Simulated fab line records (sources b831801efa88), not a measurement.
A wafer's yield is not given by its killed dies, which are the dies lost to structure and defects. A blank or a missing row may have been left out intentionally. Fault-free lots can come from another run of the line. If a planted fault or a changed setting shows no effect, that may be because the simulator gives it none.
Which tool was responsible? :: flow sky130 :: 36 wafers from 12 lots sampled at 2 of the route's 708 steps

WHAT THE GAUGES READ, wafer by wafer
SKY_VIA2_THK_MEAS_23: measures by xrf. Usual: for VIA2_W_THK the level is 432 nm and the standard deviation is 10.
lot: L724
measured: day 36 10:01
on: film-metro-01
VIA2_W_THK (nm): 424 436 430
flag: 

lot: L727
measured: day 37 17:34
on: film-metro-03
VIA2_W_THK (nm): 422 446 443
flag: 

lot: L728
measured: day 38 09:05
on: film-metro-02
VIA2_W_THK (nm): 440 459 439
flag: 

lot: L729
measured: day 38 12:32
on: film-metro-03
VIA2_W_THK (nm): 421 417 421
flag: 

lot: L730
measured: day 38 14:58
on: film-metro-01
VIA2_W_THK (nm): 428 415 422
flag: 

lot: L732
measured: day 39 11:31
on: film-metro-03
VIA2_W_THK (nm): 422 424 422
flag: 

lot: L733
measured: day 39 18:40
on: film-metro-01
VIA2_W_THK (nm): 430 430 435
flag: 

lot: L739
measured: day 41 00:34
on: film-metro-02
VIA2_W_THK (nm): 439 434 436
flag: 

lot: L740
measured: day 41 05:52
on: film-metro-01
VIA2_W_THK (nm): 435 427 436
flag: 

lot: L742
measured: day 41 19:52
on: film-metro-03
VIA2_W_THK (nm): 418 424 437
flag: 

lot: L746
measured: day 43 02:08
on: film-metro-01
VIA2_W_THK (nm): 433 429 430
flag: 

lot: L747
measured: day 43 11:12
on: film-metro-01
VIA2_W_THK (nm): 433 443 431
flag: 

SKY_CAPM_OVL_MEAS_12. Usual: for CAPM_OVL the level is -0.7 nm and the standard deviation is 1.4.
lot: L724
measured: day 37 11:51
on: overlay-01
CAPM_OVL (nm): -2.0 -1.4 -1.7
flag: 

lot: L727
measured: day 38 19:28
on: overlay-01
CAPM_OVL (nm): -1.3 -0.6 -1.4
flag: 

lot: L728
measured: day 39 10:50
on: overlay-01
CAPM_OVL (nm): -0.1 -0.3 0.4
flag: 

lot: L729
measured: day 39 13:20
on: overlay-01
CAPM_OVL (nm): -2.2 0.4 0.1
flag: 

lot: L730
measured: day 39 15:56
on: overlay-02
CAPM_OVL (nm): -2.4 -1.6 -0.1
flag: 

lot: L732
measured: day 40 12:23
on: overlay-01
CAPM_OVL (nm): -2.3 -1.1 -2.6
flag: 

lot: L733
measured: day 40 19:43
on: overlay-02
CAPM_OVL (nm): 2.3 2.4 1.9
flag: 

lot: L739
measured: day 42 00:33
on: overlay-02
CAPM_OVL (nm): 1.7 -1.3 -0.5
flag: 

lot: L740
measured: day 42 06:02
on: overlay-02
CAPM_OVL (nm): -2.7 -1.5 -1.4
flag: 

lot: L742
measured: day 42 19:53
on: overlay-02
CAPM_OVL (nm): -1.9 -1.4 -2.0
flag: 

lot: L746
measured: day 44 01:18
on: overlay-02
CAPM_OVL (nm): 0.4 -1.4 -0.6
flag: 

lot: L747
measured: day 44 09:52
on: overlay-02
CAPM_OVL (nm): -0.2 -2.2 0.0
flag: 

WHICH TOOL RAN EACH LOT (tool, then ch and the chambers of the sampled wafers, then the start)
No process step before these readings appears in the record.

WHAT THE TOOLS THEMSELVES READ (means of the sampled wafers that have a number; where no wafer has one, the mark that the record gives instead)
The record holds no such reading with a usual standard deviation.

THE ANSWER, worked out from the rows above alone
Rule: a lot is off if the mean of its wafers that have a number lies more than 3 standard deviations from the usual mean. A lot without any number at a reading at which 4 lots or more have one is off too. Where the step has rows for the other lots, those lots are counted as sound. Order of review: gauges by route order, followed by the tools' own readings, for which a lot's mean as printed above is used. At the first step where some lot is off, the reading lying furthest off is the one used; lots without a number count as furthest.
No lot is off on any of the readings shown, so nothing can be concluded from this.

WHAT HAD BEEN PUT IN BY THE SIMULATOR
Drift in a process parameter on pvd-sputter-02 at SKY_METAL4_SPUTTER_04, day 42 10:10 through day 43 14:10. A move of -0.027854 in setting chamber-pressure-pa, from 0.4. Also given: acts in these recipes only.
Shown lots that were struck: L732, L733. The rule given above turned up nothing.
